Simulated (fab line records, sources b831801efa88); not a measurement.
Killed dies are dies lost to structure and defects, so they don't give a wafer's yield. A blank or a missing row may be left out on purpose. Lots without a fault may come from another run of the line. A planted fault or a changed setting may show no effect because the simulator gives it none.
Which tool did it? | flow sky130 | 11 lots, 33 wafers sampled, at 3 steps of a route of 708

WHAT THE GAUGES READ, wafer by wafer
SKY_NWELL_TW_MEAS_26. Usual: NWELL_2_TW 495.2, standard deviation 2.9.
lot  | measured     | on            | NWELL_2_TW        | flag
L180 | day 5 09:58  | film_metro-01 | 496.5 498.1 500.3 |
L182 | day 6 13:25  | film_metro-01 | 495.1 497.4 498.5 |
L183 | day 7 01:29  | film_metro-03 | 513.5 512.5 514.3 | OFF
L184 | day 7 10:53  | film_metro-01 | 514.1 516.1 511.1 | OFF
L186 | day 7 17:59  | film_metro-03 | 515.2 511.7 514.0 | OFF
L190 | day 8 00:41  | film_metro-03 | 494.1 495.1 493.6 |
L195 | day 9 12:40  | film_metro-01 | 499.6 495.9 498.6 |
L196 | day 9 17:46  | film_metro-03 | 490.6 489.5 491.2 |
L198 | day 10 05:10 | film_metro-02 | 492.7 492.3 492.4 |
L200 | day 10 23:54 | film_metro-01 | 498.0 501.1 497.0 |
L202 | day 11 05:27 | film_metro-02 | 492.4 489.6 490.7 |

WHICH TOOL RAN EACH LOT (tool, then ch and the chambers of the sampled wafers, then the start)
lot  | SKY_FIELD_ISO_ETCH_15             | SKY_NWELL_IMPLANT_24
L180 | rie_diel-04 ch 1,2,3, day 2 09:08 | implanter-02 ch 0, day 5 09:43
L182 | rie_diel-01 ch 0,2, day 2 20:23   | implanter-02 ch 0, day 6 13:10
L183 | rie_diel-02 ch 0,1, day 3 01:33   | implanter-02 ch 0, day 7 01:15
L184 | rie_diel-01 ch 0,1,3, day 3 07:30 | implanter-02 ch 0, day 7 10:39
L186 | rie_diel-04 ch 0,1,2, day 3 19:59 | implanter-02 ch 0, day 7 17:46
L190 | rie_diel-04 ch 1,2, day 4 12:35   | implanter-03 ch 0, day 8 00:28
L195 | rie_diel-04 ch 0,1,2, day 5 17:11 | implanter-03 ch 0, day 9 12:25
L196 | rie_diel-01 ch 0,1, day 6 00:03   | implanter-03 ch 0, day 9 17:31
L198 | rie_diel-01 ch 1,3, day 6 08:23   | implanter-03 ch 0, day 10 04:55
L200 | rie_diel-02 ch 0,2,3, day 6 20:08 | implanter-02 ch 0, day 10 23:42
L202 | rie_diel-04 ch 0,1, day 7 04:27   | implanter-04 ch 0, day 11 05:15
- SKY_FIELD_ISO_ETCH_15: etches the open film in CHF3/O2, stops on Si, target depth 180 nm, time 72 s.
- SKY_NWELL_IMPLANT_24

WHAT THE TOOLS THEMSELVES READ (means of the sampled wafers that have a number; where no wafer has one, the mark that the record gives instead)
SKY_FIELD_ISO_ETCH_15. Usual: chamber_pressure_mTorr 40.00 mTorr, standard deviation 0.034; chf3_flow_sccm 50.00 sccm, standard deviation 0.14; drypump_motor_current_A 5.7 A, standard deviation 0.61; oes_product_au 0.949 a.u., standard deviation 0.0057; throttle_valve_pct 8.846 %, standard deviation 0.008.
lot  | tool        | chamber_pressure_mTorr (mTorr) | chf3_flow_sccm (sccm) | drypump_motor_current_A (A) | oes_product_au (a.u.) | throttle_valve_pct (%) | flag
L180 | rie_diel-04 | 39.99                          | 49.91                 | 5.5                         | 0.951                 | 8.858                  |
L182 | rie_diel-01 | 40.02                          | 49.98                 | 5.2                         | 0.948                 | 8.847                  |
L183 | rie_diel-02 | 40.01                          | 49.91                 | 6.1                         | 0.956                 | 8.848                  |
L184 | rie_diel-01 | 39.97                          | 49.93                 | 5.5                         | 0.944                 | 8.841                  |
L186 | rie_diel-04 | 40.01                          | 49.95                 | 5.4                         | 0.943                 | 8.837                  |
L190 | rie_diel-04 | 40.00                          | 50.07                 | 5.9                         | 0.956                 | 8.837                  |
L195 | rie_diel-04 | 40.02                          | 49.93                 | 5.5                         | 0.957                 | 8.842                  |
L196 | rie_diel-01 | 40.01                          | 49.83                 | 5.2                         | 0.950                 | 8.846                  |
L198 | rie_diel-01 | 39.98                          | 49.88                 | 5.7                         | 0.951                 | 8.851                  |
L200 | rie_diel-02 | 40.01                          | 50.03                 | 6.2                         | 0.954                 | 8.849                  |
L202 | rie_diel-04 | 40.03                          | 50.15                 | 5.4                         | 0.951                 | 8.851                  |

SKY_NWELL_IMPLANT_24. Usual: dose_ions_cm2 9.2e+12, standard deviation 8.9e+09; end_station_pressure_torr 5.04e-06 Torr, standard deviation 2.8e-07; faraday_current_uA 52.0, standard deviation 0.95.
lot  | tool         | dose_ions_cm2 | end_station_pressure_torr (Torr) | faraday_current_uA | flag
L180 | implanter-02 | 9.2e+12       | 5.32e-06                         | 51.5               |
L182 | implanter-02 | 9.2e+12       | 4.84e-06                         | 51.5               |
L183 | implanter-02 | 1.0e+13       | 5.42e-06                         | 57.6               | OFF
L184 | implanter-02 | 1.0e+13       | 5.42e-06                         | 57.4               | OFF
L186 | implanter-02 | 1.0e+13       | 4.93e-06                         | 57.4               | OFF
L190 | implanter-03 | 9.2e+12       | 5.06e-06                         | 52.4               |
L195 | implanter-03 | 9.2e+12       | 4.91e-06                         | 52.2               |
L196 | implanter-03 | 9.2e+12       | 4.98e-06                         | 52.2               |
L198 | implanter-03 | 9.2e+12       | 5.01e-06                         | 53.0               |
L200 | implanter-02 | 9.2e+12       | 4.79e-06                         | 51.1               |
L202 | implanter-04 | 9.2e+12       | 4.92e-06                         | 52.3               |

THE ANSWER, worked out from the rows above alone
Rule: a lot is off if the mean of its wafers that have a number lies more than 3 standard deviations from the usual mean. A lot without any number at a reading at which 4 lots or more have one is off too. The other lots that the step has rows for count as sound. The gauges are gone through in route order, then the tools' own readings, and for those a lot's mean is taken as printed above. The first step at which some lot is off is used, and at that step the reading that is off furthest; a lot without a number counts as furthest.
Off: L183, L184, L186, at SKY_NWELL_TW_MEAS_26 (NWELL_2_TW).
A tool fits if, at a process step before that reading, it ran every lot that is off, and no sound lot after the first of them. The gauges at SKY_NWELL_TW_MEAS_26 aren't tried: what is off there is off at SKY_NWELL_IMPLANT_24 too, on other tools, and a gauge's error can't cause that. None of those tried fits.

WHAT THE SIMULATOR HAD PUT IN
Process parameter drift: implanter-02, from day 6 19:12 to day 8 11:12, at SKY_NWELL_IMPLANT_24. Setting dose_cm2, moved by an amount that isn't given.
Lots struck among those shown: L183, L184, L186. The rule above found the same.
